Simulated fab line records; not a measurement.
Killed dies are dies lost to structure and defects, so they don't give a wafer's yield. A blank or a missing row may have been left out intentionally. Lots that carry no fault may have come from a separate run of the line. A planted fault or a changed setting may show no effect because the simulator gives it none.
fab line records	flow sky130
[record] lots = 14	wafers = 42	lastDay = 50
route steps=708 shown LDD_LDN@302 SD_P@328 SD_N@356 RES_XHIGH@360
lots that met no fault: taken from a fault-free run of the same line
startH: hours from the record's first day to the start of the lot's first wafer shown	waitH: how many hours have passed since the lot's step before this one	" as in the row above	L1.1+2: a row that stands for several wafers	- no value, or no start was given	* or withheld: withheld	< > ~ a bound
route shown NAME@n: NAME is a module with steps in the file, n the number in the route of the first one	usual: mean/standard deviation of fault-free wafers	same: alike in all rows	chamber/n: place in a boat	sites: each site's reading	_std_site: how widely they spread, as a standard deviation	_edge_site: the outer-site mean with the inner-site mean subtracted	radiusMm: how far each site lies from the wafer's centre	mask NAME#n: copy n	behind: the tool/chamber that last shaped the wafer	hold: why the lot went on hold/how many hours it stayed there/how the hold came to an end	device: names the non-switching transistor (n, p or np)	end of line: the tests these same wafers got at the end of their route	step lacking rows: just its recipe	killed: dies lost to structure and defects at the first sort, not the wafer's yield	map: the dies of a wafer, with x for killed, . for not killed, _ for no die there
set.NAME: the setting the step ran with; set.NAME@STEP: the setting that earlier step ran with	model.NAME: the simulator's own value behind a step, which no gauge read
steps of the route over a sample of lots; a table a step, a row a wafer
[[steps]]
[step SKY_LDD_LDN_TW_MEAS_13]
[usual] LDD_LDN_TW = 1471/8.9
lot.wafer	tool	chamber	startH	waitH	LDD_LDN_TW
L984.1	filmMetro-03	-	522.42	0.1	1480
L984.4	"	-	"	"	1473
L984.6	"	-	"	"	1476
L985.1	filmMetro-01	-	531.51	0.1	1469
L985.4	"	-	"	"	1466
L985.5	"	-	"	"	1471
L986.1	filmMetro-01	-	543.76	0.1	1470
L986.2	"	-	"	"	1469
L986.5	"	-	"	"	1472
L987.2	filmMetro-04	-	549.00	0.1	1472
L987.3	"	-	"	"	1470
L987.5	"	-	"	"	1478
L993.2	filmMetro-01	-	608.02	0.1	1468
L993.3	"	-	"	"	1468
L993.6	"	-	"	"	1476
L994.1	filmMetro-04	-	611.11	0.1	1464
L994.2	"	-	"	"	1465
L994.5	"	-	"	"	1459
L100.1	filmMetro-03	-	668.42	0.1	1489
L100.2	"	-	"	"	1484
L100.5	"	-	"	"	1482
L999.4	filmMetro-01	-	669.00	0.1	1473
L999.5	"	-	"	"	1474
L999.6	"	-	"	"	1466
L102.2	filmMetro-04	-	684.78	0.1	1464
L102.4	"	-	"	"	1459
L102.6	"	-	"	"	1462
L101.2	filmMetro-03	-	689.10	0.1	1489
L101.3	"	-	"	"	1487
L101.6	"	-	"	"	1484
L103.1	filmMetro-01	-	697.44	0.1	1475
L103.5	"	-	"	"	1467
L103.6	"	-	"	"	1472
L104.1	filmMetro-04	-	698.66	0.1	1468
L104.2	"	-	"	"	1470
L104.5	"	-	"	"	1476
L105.1	filmMetro-01	-	706.86	0.1	1473
L105.2	"	-	"	"	1461
L105.4	"	-	"	"	1470
L107.2	filmMetro-01	-	715.25	0.1	1478
L107.5	"	-	"	"	1467
L107.6	"	-	"	"	1471
[step SKY_SD_P_OVL_MEAS_08]
[usual] SD_P_OVL = 0.2/1.5
lot.wafer	tool	chamber	startH	waitH	SD_P_OVL[nm]
L984.1	overlay-02	-	583.37	0.1	0.0
L984.4	"	-	"	"	2.6
L984.6	"	-	"	"	0.0
L985.1	overlay-02	-	593.30	0.1	0.1
L985.4	"	-	"	"	1.1
L985.5	"	-	"	"	-0.3
L986.1	overlay-02	-	604.56	0.1	-2.7
L986.2	"	-	"	"	-2.0
L986.5	"	-	"	"	-1.0
L987.2	overlay-01	-	609.98	0.1	-0.1
L987.3	"	-	"	"	-2.2
L987.5	"	-	"	"	-0.3
L993.2	overlay-02	-	667.21	0.1	1.9
L993.3	"	-	"	"	-0.9
L993.6	"	-	"	"	1.4
L994.1	overlay-02	-	672.46	0.1	1.3
L994.2	"	-	"	"	-0.3
L994.5	"	-	"	"	-0.7
L100.1	overlay-01	-	725.62	0.1	1.2
L100.2	"	-	"	"	-1.9
L100.5	"	-	"	"	0.6
L999.4	overlay-02	-	727.18	0.1	-0.6
L999.5	"	-	"	"	-2.1
L999.6	"	-	"	"	-1.5
L102.2	overlay-02	-	742.05	0.1	1.1
L102.4	"	-	"	"	-0.5
L102.6	"	-	"	"	0.8
L101.2	overlay-02	-	746.11	0.1	0.5
L101.3	"	-	"	"	-0.5
L101.6	"	-	"	"	-0.4
L103.1	overlay-02	-	754.12	0.1	2.8
L103.5	"	-	"	"	4.3
L103.6	"	-	"	"	1.7
L104.1	overlay-02	-	756.45	0.1	0.6
L104.2	"	-	"	"	0.0
L104.5	"	-	"	"	1.9
L105.1	overlay-02	-	762.52	0.1	2.2
L105.2	"	-	"	"	0.8
L105.4	"	-	"	"	3.4
L107.2	overlay-01	-	772.18	0.1	-0.7
L107.5	"	-	"	"	3.5
L107.6	"	-	"	"	2.9
[step SKY_SD_N_RTA_14]
[recipe] tempC = 1075	timeS = 2	idleTempC = 650	rampUpCPerS = 150	rampDownCPerS = 90	ambient = N2
[usual] annealTempCMax = 1082.0/2	chamberO2Ppm = 1.999/0.024	lampPowerPct = 15.74/0.054	wafer_temp_C_max = 1078.1/1.5
lot.wafer	tool	chamber	startH	waitH	annealTempCMax	chamberO2Ppm	lampPowerPct	wafer_temp_C_max
L984.1	rtpAnneal-01	0	643.02	0.0	1083.0	1.957	15.79	1079.8
L984.4	"	0	"	"	1085.1	1.990	15.73	1078.7
L984.6	"	0	"	"	1083.1	1.975	15.82	1077.1
L985.1	rtpAnneal-02	0	652.80	0.0	1081.6	2.010	15.73	1077.3
L985.4	"	0	"	"	1079.6	2.020	15.84	1079.0
L985.5	"	0	"	"	1079.9	2.014	15.76	1080.6
L986.1	rtpAnneal-01	0	663.34	0.0	1082.5	2.023	15.79	1076.8
L986.2	"	0	"	"	1083.0	2.035	15.76	1079.3
L986.5	"	0	"	"	1084.8	2.049	15.74	1077.6
L987.2	rtpAnneal-02	0	667.93	0.0	1080.4	2.018	15.76	1078.1
L987.3	"	0	"	"	1081.5	2.029	15.82	1078.1
L987.5	"	0	"	"	1080.7	2.011	15.65	1076.3
L993.2	rtpAnneal-02	-	724.26	0.0	-	-	-	-
L993.3	"	-	"	"	-	-	-	-
L993.6	"	-	"	"	-	-	-	-
L994.1	rtpAnneal-01	-	728.32	0.0	-	-	-	-
L994.2	"	-	"	"	-	-	-	-
L994.5	"	-	"	"	-	-	-	-
L100.1	rtpAnneal-02	0	779.42	0.0	1079.1	1.983	15.65	1080.2
L100.2	"	0	"	"	1079.0	2.004	15.88	1077.6
L100.5	"	0	"	"	1081.0	2.017	15.76	1077.4
L999.4	rtpAnneal-01	0	782.41	0.0	1083.8	2.017	15.73	1081.2
L999.5	"	0	"	"	1082.9	2.055	15.67	1080.0
L999.6	"	0	"	"	1084.1	2.002	15.75	1076.6
L102.2	rtpAnneal-02	0	796.95	0.0	1080.2	2.015	15.77	1077.2
L102.4	"	0	"	"	1079.8	1.973	15.72	1078.5
L102.6	"	0	"	"	1079.0	2.005	15.75	1077.0
L101.2	rtpAnneal-01	0	800.65	0.0	1085.7	2.011	15.72	1078.3
L101.3	"	0	"	"	1082.2	1.989	15.74	1076.9
L101.6	"	0	"	"	1085.0	1.981	15.76	1077.5
L103.1	rtpAnneal-02	0	807.62	0.0	1081.4	2.020	15.68	1076.6
L103.5	"	0	"	"	1081.0	2.027	15.79	1082.2
L103.6	"	0	"	"	1080.0	2.002	15.71	1078.6
L104.1	rtpAnneal-01	0	809.77	0.0	1084.4	2.000	15.75	1077.7
L104.2	"	0	"	"	1086.5	2.010	15.77	1078.9
L104.5	"	0	"	"	1086.1	2.001	15.66	1077.2
L105.1	rtpAnneal-02	0	816.27	0.0	1080.4	2.000	15.67	1078.8
L105.2	"	0	"	"	1079.8	2.032	15.62	1077.3
L105.4	"	0	"	"	1079.0	2.005	15.81	1078.2
L107.2	rtpAnneal-02	0	826.35	0.0	1081.0	2.020	15.68	1079.4
L107.5	"	0	"	"	1079.1	2.003	15.63	1079.0
L107.6	"	0	"	"	1079.4	2.017	15.89	1077.0
[step SKY_SD_N_RS_MEAS_16]
[recipe] thkMeasGauge = four-point-probe
[usual] SD_N_RS = 68.54/0.13
lot.wafer	tool	chamber	startH	waitH	SD_N_RS[ohm/sq]
L984.1	filmMetro-02	-	643.19	0.1	68.38
L984.4	"	-	"	"	68.52
L984.6	"	-	"	"	68.41
L985.1	filmMetro-04	-	652.98	0.1	68.65
L985.4	"	-	"	"	68.68
L985.5	"	-	"	"	68.56
L986.1	filmMetro-02	-	663.51	0.1	68.72
L986.2	"	-	"	"	68.60
L986.5	"	-	"	"	68.77
L987.2	filmMetro-04	-	668.12	0.1	68.68
L987.3	"	-	"	"	68.57
L987.5	"	-	"	"	68.49
L993.2	filmMetro-04	-	724.45	0.1	-
L993.3	"	-	"	"	-
L993.6	"	-	"	"	-
L994.1	filmMetro-03	-	728.49	0.1	-
L994.2	"	-	"	"	-
L994.5	"	-	"	"	-
L100.1	filmMetro-03	-	779.60	0.1	68.44
L100.2	"	-	"	"	68.57
L100.5	"	-	"	"	68.59
L999.4	filmMetro-02	-	782.62	0.1	68.60
L999.5	"	-	"	"	68.63
L999.6	"	-	"	"	68.69
L102.2	filmMetro-02	-	797.13	0.1	68.71
L102.4	"	-	"	"	68.68
L102.6	"	-	"	"	68.67
L101.2	filmMetro-02	-	800.83	0.1	68.41
L101.3	"	-	"	"	68.43
L101.6	"	-	"	"	68.63
L103.1	filmMetro-02	-	807.79	0.1	68.52
L103.5	"	-	"	"	68.52
L103.6	"	-	"	"	68.57
L104.1	filmMetro-03	-	809.94	0.1	68.37
L104.2	"	-	"	"	68.58
L104.5	"	-	"	"	68.33
L105.1	filmMetro-04	-	816.44	0.1	68.76
L105.2	"	-	"	"	68.56
L105.4	"	-	"	"	68.43
L107.2	filmMetro-02	-	826.54	0.1	68.55
L107.5	"	-	"	"	68.54
L107.6	"	-	"	"	68.60
[step SKY_SD_N_RS_MEAS_18]
[recipe] thkMeasGauge = four-point-probe
[usual] RES_XHIGH_RS = 333.1/1.3
lot.wafer	tool	chamber	startH	waitH	RES_XHIGH_RS[ohm/sq]
L984.1	filmMetro-02	-	643.43	0.1	332.6
L984.4	"	-	"	"	332.8
L984.6	"	-	"	"	331.5
L985.1	filmMetro-04	-	653.22	0.1	331.9
L985.4	"	-	"	"	331.3
L985.5	"	-	"	"	330.5
L986.1	filmMetro-02	-	663.75	0.1	334.3
L986.2	"	-	"	"	334.4
L986.5	"	-	"	"	333.2
L987.2	filmMetro-04	-	668.36	0.1	334.1
L987.3	"	-	"	"	335.0
L987.5	"	-	"	"	334.3
L100.1	filmMetro-03	-	779.84	0.1	332.1
L100.2	"	-	"	"	333.6
L100.5	"	-	"	"	333.2
L999.4	filmMetro-02	-	782.86	0.1	332.2
L999.5	"	-	"	"	332.6
L999.6	"	-	"	"	331.0
L102.2	filmMetro-02	-	797.37	0.1	334.8
L102.4	"	-	"	"	334.9
L102.6	"	-	"	"	335.3
L101.2	filmMetro-02	-	801.07	0.1	332.2
L101.3	"	-	"	"	333.2
L101.6	"	-	"	"	332.5
L103.1	filmMetro-02	-	808.03	0.1	332.2
L103.5	"	-	"	"	332.8
L103.6	"	-	"	"	332.8
L104.1	filmMetro-03	-	810.18	0.1	333.2
L104.2	"	-	"	"	333.2
L104.5	"	-	"	"	334.7
L105.1	filmMetro-04	-	816.68	0.1	334.8
L105.2	"	-	"	"	336.7
L105.4	"	-	"	"	334.3
L107.2	filmMetro-02	-	826.78	0.1	333.1
L107.5	"	-	"	"	331.9
L107.6	"	-	"	"	332.1
[[key]]
[firstSign] step = SKY_SD_N_RTA_14	reading = toolRecord	direction = missing
[effect] step = SKY_SD_N_RS_MEAS_16	reading = SD_N_RS	direction = missing
metAt SKY_SD_N_RTA_14
struckLots L993,L994
laterRowsLeftOut L993.2,L993.3,L993.6,L994.1,L994.2,L994.5
sortLeftOut L993.2,L993.3,L993.6,L994.1,L994.2,L994.5
testerLeftOut L993,L994
notActingAt SKY_LDD_LDN_TW_MEAS_13,SKY_SD_P_OVL_MEAS_08,SKY_SD_N_RS_MEAS_18
onsetBetween 667.93 724.26
[fault] kind = skippedStepWhole	tool = rtpAnneal-01,rtpAnneal-02	chamber = -	onsetH = 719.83	steps = SKY_SD_N_RTA_14	scope = struckLotsOnly
// testerLeftOut: of these lots the tester's yield and bins aren't shown, on N5 and GAA mostly nor the transistor test; their killed dies are dies lost to structure and defects alone, not to doping, threshold or leakage, so they don't give the yield
// sortLeftOut: the simulated sort isn't trusted on such a fault, so these wafers' sort isn't shown, and their yield isn't known
// laterRowsLeftOut: the simulator's readings of these wafers behind a module that went badly wrong aren't trusted and aren't shown, but for the sort
